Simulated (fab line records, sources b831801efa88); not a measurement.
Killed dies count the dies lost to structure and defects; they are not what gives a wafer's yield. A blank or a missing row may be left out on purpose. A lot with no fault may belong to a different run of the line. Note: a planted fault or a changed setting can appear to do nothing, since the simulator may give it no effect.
Split-lot study | flow sfq_line | 5 lots, 23 wafers read, on a route of 325 steps

== ON THE SPLIT ==
At SFQ_TRILAYER_M1_LITHO_COAT_039 (resist thk 600 nm), the setting spin_rpm was moved away from the recipe's 3000 rpm on 7 of the 23 wafers read, by -3.3% to +6.0%. For the rest of the wafers, this setting stayed at what the recipe calls for.

== FROM THE SPLIT TO THE READING: what the file shows between them, 3 steps ==
- SFQ_TRILAYER_M1_LITHO_SOFTBAKE_043
- SFQ_TRILAYER_M1_LITHO_EXPOSE_040: exposes mask M1, target cd 500 nm
- SFQ_TRILAYER_M1_LITHO_DEVELOP_041: time 60 s

== THE READING ==
KrF_of_TRILAYER_M1_LITHO_COAT_039.thk_nm (the simulator's own value, which no gauge read), in nm, at SFQ_TRILAYER_M1_BARC_OPEN_METAL_ETCH_054 (etches BARC in O2, target depth 125 nm, time 41.7 s). The file does not state a usual value for it. The 16 wafers here that ran the recipe average 522.0 nm, standard deviation 1.8 nm.

wafer  | tool, chamber at the split | spin_rpm as run, rpm | against the recipe | KrF_of_TRILAYER_M1_LITHO_COAT_039.thk_nm, nm | against lot-mates on the recipe
L075.2 | litho_track-02, 0          | 3181                 | +6.0%              | 504.8                                        | -18.4
L075.3 | litho_track-02, 0          | 3181                 | +6.0%              | 507.9                                        | -15.4
L075.4 | litho_track-02, 0          | 3000                 | recipe             | 522.3                                        | -
L075.5 | litho_track-02, 0          | 3181                 | +6.0%              | 508                                          | -15.2
L075.6 | litho_track-02, 0          | 3000                 | recipe             | 524.2                                        | -
L076.1 | litho_track-04, 0          | 3000                 | recipe             | 520.9                                        | -
L076.2 | litho_track-04, 0          | 3063                 | +2.1%              | 514.5                                        | -6.2
L076.3 | litho_track-04, 0          | 3063                 | +2.1%              | 514.9                                        | -5.8
L076.4 | litho_track-04, 0          | 3000                 | recipe             | 521.1                                        | -
L076.5 | litho_track-04, 0          | 3000                 | recipe             | 520                                          | -
L080.1 | litho_track-03, 0          | 3000                 | recipe             | 525.2                                        | -
L080.2 | litho_track-03, 0          | 3000                 | recipe             | 523.4                                        | -
L080.3 | litho_track-03, 0          | 3000                 | recipe             | 523.7                                        | -
L080.4 | litho_track-03, 0          | 3000                 | recipe             | 524.3                                        | -
L080.5 | litho_track-03, 0          | 3000                 | recipe             | 523.8                                        | -
L082.1 | litho_track-02, 0          | 3000                 | recipe             | 520                                          | -
L082.3 | litho_track-02, 0          | 3000                 | recipe             | 521.4                                        | -
L082.4 | litho_track-02, 0          | 2901                 | -3.3%              | 530.1                                        | +9.0
L082.5 | litho_track-02, 0          | 3000                 | recipe             | 521.8                                        | -
L082.6 | litho_track-02, 0          | 2901                 | -3.3%              | 531.5                                        | +10.4
L085.1 | litho_track-04, 0          | 3000                 | recipe             | 520.1                                        | -
L085.2 | litho_track-04, 0          | 3000                 | recipe             | 519.5                                        | -
L085.6 | litho_track-04, 0          | 3000                 | recipe             | 521                                          | -

THE FIT
A straight line over all 23 wafers: KrF_of_TRILAYER_M1_LITHO_COAT_039.thk_nm changes by -2.58 nm for each +1% of spin_rpm; r = -0.96; the points scatter about the line by 1.8 nm.
The same after taking each lot's own level away (the mean of its wafers on the recipe; 23 wafers): -2.76 nm for each +1%; r = -0.99; scatter 0.87 nm.
According to that fit, moving spin_rpm by its largest amount changes the reading by 17 nm.
The lots' own levels span 520.20 to 524.08 nm, that is 2.2 times the standard deviation above.
Hence the lot-to-lot level has little effect on the slope; both slopes agree.
Check: with one of the wafers moved furthest among these (+6.0%) left out of the fit, the line predicts -15.9 nm for it against its lot-mates. It came out at -18.4 nm against them.

== OTHER SPLITS APPLIED TO THESE WAFERS ==
These wafers also went through other splits before the reading. Each is held against what the fit with the lots' levels taken away leaves over:
other split on the same wafers                     | wafers away from the commonest value | r with KrF_of_TRILAYER_M1_LITHO_COAT_039.thk_nm (lot level and that fit taken away)
SFQ_TRILAYER_L0_LITHO_COAT_010 spin_rpm            | 4                                    | -0.09
SFQ_TRILAYER_L0_LITHO_PEB_008 peb_temp_c           | 11                                   | +0.17
SFQ_TRILAYER_L0_VIA_LITHO_COAT_018 resist_thk_nm   | 7                                    | +0.05
SFQ_TRILAYER_M0_DEP_SPUTTER_019 time_s             | 8                                    | +0.15
SFQ_TRILAYER_M0_BARC_OPEN_METAL_ETCH_031 time_s    | 7                                    | +0.53
SFQ_TRILAYER_M0_ETCH_METAL_ETCH_024 pressure_mtorr | 15                                   | +0.01
SFQ_TRILAYER_I0_VIA_LITHO_PEB_034 peb_temp_c       | 7                                    | -0.05
SFQ_TRILAYER_M1_LITHO_COAT_044 spin_rpm            | 7                                    | -0.12

== THE WHOLE CHAIN: every reading that the file lists as answering this split, in the file's order ==
step                                     | what it does                                        | reading                                                                                   | change (the file's fit)              | r (the file's)
SFQ_TRILAYER_M1_LITHO_COAT_039           | resist thk 600 nm                                   | KrF_of_TRILAYER_M1_LITHO_COAT_039.thk_nm (the simulator's own value, which no gauge read) | -2.74 nm for each +1% of the setting | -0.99
SFQ_TRILAYER_M1_BARC_OPEN_METAL_ETCH_054 | etches BARC in O2, target depth 125 nm, time 41.7 s | KrF_of_TRILAYER_M1_LITHO_COAT_039.thk_nm (the simulator's own value, which no gauge read) | -2.77 nm for each +1% of the setting | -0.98

== THE FILE'S OWN FIT ==
KrF_of_TRILAYER_M1_LITHO_COAT_039.thk_nm changes by -2.77 nm for each +1% of spin_rpm, r = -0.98.
